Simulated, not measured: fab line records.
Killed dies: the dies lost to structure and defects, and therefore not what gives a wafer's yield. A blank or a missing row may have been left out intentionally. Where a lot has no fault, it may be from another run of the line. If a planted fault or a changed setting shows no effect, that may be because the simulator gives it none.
What tool caused it? / flow gf180mcu / 33 wafers from 11 lots sampled at 3 of the route's 602 steps

WHAT THE GAUGES READ, wafer by wafer
GF_M4_THK_MEAS_06: measures by xrf.
lot=L893; measured=day 23 03:53; on=film metro-01; M4_ALCU_THK (nm)=432 438 438
lot=L894; measured=day 23 10:47; on=film metro-04; M4_ALCU_THK (nm)=450 450 451
lot=L896; measured=day 23 23:05; on=film metro-04; M4_ALCU_THK (nm)=448 449 440
lot=L898; measured=day 25 02:36; on=film metro-03; M4_ALCU_THK (nm)=444 443 449
lot=L899; measured=day 25 07:07; on=film metro-03; M4_ALCU_THK (nm)=457 477 457 456 473 456
lot=L903; measured=day 26 15:34; on=film metro-04; M4_ALCU_THK (nm)=444 459 443
lot=L909; measured=day 28 04:52; on=film metro-04; M4_ALCU_THK (nm)=444 444 451
lot=L910; measured=day 28 20:32; on=film metro-04; M4_ALCU_THK (nm)=453 456 452
lot=L911; measured=day 28 20:52; on=film metro-03; M4_ALCU_THK (nm)=455 452 452
lot=L913; measured=day 29 08:01; on=film metro-04; M4_ALCU_THK (nm)=453 452 455
lot=L915; measured=day 29 18:29; on=film metro-03; M4_ALCU_THK (nm)=453 448 451

TOOL THAT RAN EACH LOT (tool first, then ch and the chambers of the sampled wafers, then the start)
lot=L893; GF_V3_CMP_26=cmp-01 ch 0,1,2, day 23 03:14; GF_M4_SPUTTER_04=pvd sputter-01, day 23 03:43
lot=L894; GF_V3_CMP_26=cmp-02 ch 0,2, day 23 10:08; GF_M4_SPUTTER_04=pvd sputter-01, day 23 10:37
lot=L896; GF_V3_CMP_26=cmp-01 ch 1,2, day 23 22:26; GF_M4_SPUTTER_04=pvd sputter-04, day 23 22:55
lot=L898; GF_V3_CMP_26=cmp-02 ch 0,2,3, day 25 02:04; GF_M4_SPUTTER_04=pvd sputter-02, day 25 02:26
lot=L899; GF_V3_CMP_26=cmp-01 ch 0,1,2, day 25 06:29; GF_M4_SPUTTER_04=pvd sputter-02, day 25 06:58
lot=L903; GF_V3_CMP_26=cmp-02 ch 0,1,2, day 26 08:18; GF_M4_SPUTTER_04=pvd sputter-02, day 26 08:47
lot=L909; GF_V3_CMP_26=cmp-02 ch 1,2,3, day 28 04:16; GF_M4_SPUTTER_04=pvd sputter-04, day 28 04:42
lot=L910; GF_V3_CMP_26=cmp-02 ch 1,3, day 28 19:57; GF_M4_SPUTTER_04=pvd sputter-02, day 28 20:23
lot=L911; GF_V3_CMP_26=cmp-02 ch 0,1, day 28 20:15; GF_M4_SPUTTER_04=pvd sputter-01, day 28 20:41
lot=L913; GF_V3_CMP_26=cmp-02 ch 1,2,3, day 29 07:23; GF_M4_SPUTTER_04=pvd sputter-04, day 29 07:52
lot=L915; GF_V3_CMP_26=cmp-02 ch 0,2,3, day 29 17:50; GF_M4_SPUTTER_04=pvd sputter-02, day 29 18:19
- GF_V3_CMP_26: polishes, stops on SiO2, t overpolish 15 s, target thk 0 nm.
- GF_M4_SPUTTER_04: material TiN, target thk 50 nm, time 41.7 s.

THE ANSWER, worked out from the rows above alone
Rule: the usual values come from the lots themselves. Put in order of their means at a reading, lots are off if they are a third of the lots or fewer, leave a main group of 4 or more, and stand apart from it by a gap of 3 or more times the standard deviation of the main group's means; of several such gaps the widest counts. A main group whose means are all the same, to the digits that the tables above print for the reading, isn't used. A lot without any number at a reading at which 4 lots or more have one is off too. The other lots that the step has rows for count as sound.
Nothing can be told from this: no lot is off at any reading shown.

WHAT THE SIMULATOR HAD PUT IN
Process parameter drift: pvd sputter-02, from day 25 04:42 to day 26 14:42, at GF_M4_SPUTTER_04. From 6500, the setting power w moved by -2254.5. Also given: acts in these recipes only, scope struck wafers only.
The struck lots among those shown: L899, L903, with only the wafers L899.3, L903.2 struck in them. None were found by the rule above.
